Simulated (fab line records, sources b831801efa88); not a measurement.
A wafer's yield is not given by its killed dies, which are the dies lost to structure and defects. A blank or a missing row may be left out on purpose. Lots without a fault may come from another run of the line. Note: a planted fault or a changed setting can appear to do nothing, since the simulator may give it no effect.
Struck lot and sound lot, side by side    flow gf180mcu    20 steps out of a route of 602
Sound: wafers L198.1, L198.2, L198.5. Struck: wafers L202.1, L202.3. The cause is named last.
At each step with rows: each side's tool, then ch and its chambers, then its first start. Under that, the readings that differ: sound wafers    struck wafers    difference of the means    sigmas: that difference in standard deviations of wafers without a fault.
alike: words and numbers the same on both sides, and readings whose means are apart by under 2 such deviations; not compared: readings that were withheld, readings missing a value for some wafer, numbers with overlapping values and no deviation given by the record, and bounds like >300 which may hide the same value.
Wherever a step has rows on one side only, a row that says differs or no value, or a row with sigmas, the two part there. Numbers that don't overlap but have no deviation are shown without sigmas and don't part them. A reading that every wafer of one side lacks parts them only if that side has two wafers or more.

first, 1 step without rows for these wafers: GF_DUAL_GATE_WET_ETCH_12 (etches SiO2 in dHF, target depth 13 nm, time 260 s).
GF_DUAL_GATE_STRIP_13: strips in O2/N2.
  sound on plasma_asher-02 ch 0,1, day 9 07:22; struck on plasma_asher-01 ch 1, day 10 07:58
reading                      sound        struck   difference  sigmas
drypump_motor_current_A (A)  6.2 6.0 6.0  5.0 5.0  -1.1        -2
  alike: heater_power_w, oes_product_au, platen_temp_c, strip_time_to_endpoint_s
  not compared: rf_hours_counter_h
then, 3 steps without rows for these wafers: GF_DUAL_GATE_CLEAN_14 (cleans in SC1/SC2, time 150 s); GF_DUAL_GATE_OXIDATION_15 (stabilise 600 s, purge 300 s, target thk 7.098 nm); GF_POLY_GATE_CVD_00 (deposits poly-Si, target thk 200 nm, time 1200 s).
GF_POLY_GATE_THK_MEAS_01:
  sound on film_metro-03, day 9 11:18; struck on film_metro-04, day 10 12:44
  alike: POLY_GATE_CVD_00_THK
then, 6 steps without rows for these wafers: GF_POLY_GATE_DEHYDRATE_02 (time 60 s); GF_POLY_GATE_HMDS_03 (prime time 60 s); GF_POLY_GATE_COAT_04; GF_POLY_GATE_COAT_05 (resist thk 700 nm); GF_POLY_GATE_SOFTBAKE_06 (time 60 s); GF_POLY_GATE_EXPOSE_07 (exposes mask Poly2, target cd 280 nm).
GF_POLY_GATE_PEB_08: peb time 90 s.
  sound on litho_track-03 ch 0, day 10 02:44; struck on litho_track-02 ch 0, day 11 05:32
reading                   sound              struck         difference  sigmas
heater_power_total_W (W)  85.67 85.83 85.64  104.30 104.46  +18.67      +99 or more
then, 1 step without rows for these wafers: GF_POLY_GATE_DEVELOP_09 (develop time 60 s).
GF_POLY_GATE_CD_MEAS_10: target cd 280 nm.
  sound on cd_sem-02, day 10 03:05; struck on cd_sem-02, day 11 06:10
reading     sound              struck       difference  sigmas
cd_nm (nm)  278.8 278.4 278.6  296.9 298.3  +19.0       +17
  not compared: hold
GF_POLY_GATE_OVL_MEAS_11:
  sound on overlay-02, day 10 03:13; struck on overlay-02, day 11 08:27
reading  sound  struck                                             difference                    sigmas
hold     - - -  await_dispo/2.2h/release await_dispo/2.2h/release  no value on the sound wafers  
  alike: POLY_GATE_OVL
GF_POLY_GATE_ETCH_12: etches BARC in N2/H2.
  sound on rie_diel-03 ch 0,1, day 10 03:14; struck on rie_diel-03 ch 1,2, day 11 08:29
reading                     sound              struck       difference  sigmas
model.POLY_GATE.cd_nm (nm)  278.2 279.5 279.1  296.9 298.2  +18.6       
  alike: drypump_motor_current_A, h2_flow_sccm, oes_product_au, throttle_valve_pct
GF_POLY_GATE_ETCH_13: etches poly-Si in HBr/Cl2, stops on SiO2, target depth 198.5 nm, time 69.6 s.
  sound on rie_si-02 ch 1,3, day 10 03:17; struck on rie_si-01 ch 2,3, day 11 08:32
reading                     sound              struck       difference  sigmas
model.POLY_GATE.cd_nm (nm)  277.4 281.4 278.2  298.7 299.2  +19.9       
  alike: drypump_motor_current_A, oes_product_au, throttle_valve_pct
  not compared: rf_hours_counter_h
GF_POLY_GATE_STRIP_14: strips in O2/N2.
  sound on plasma_asher-03 ch 0,1, day 10 03:21; struck on plasma_asher-04 ch 0,1, day 11 08:35
  alike: drypump_motor_current_A, heater_power_w, oes_product_au, platen_temp_c
  not compared: rf_hours_counter_h
GF_PASSIVATION_PROBE_99:
  the record has rows for the sound wafers here (prober-01, day 30 05:07) and none for the struck ones

## WHERE THEY PART
First at GF_DUAL_GATE_STRIP_13; last, within this record, at GF_PASSIVATION_PROBE_99.

WHY: what the simulator had put in
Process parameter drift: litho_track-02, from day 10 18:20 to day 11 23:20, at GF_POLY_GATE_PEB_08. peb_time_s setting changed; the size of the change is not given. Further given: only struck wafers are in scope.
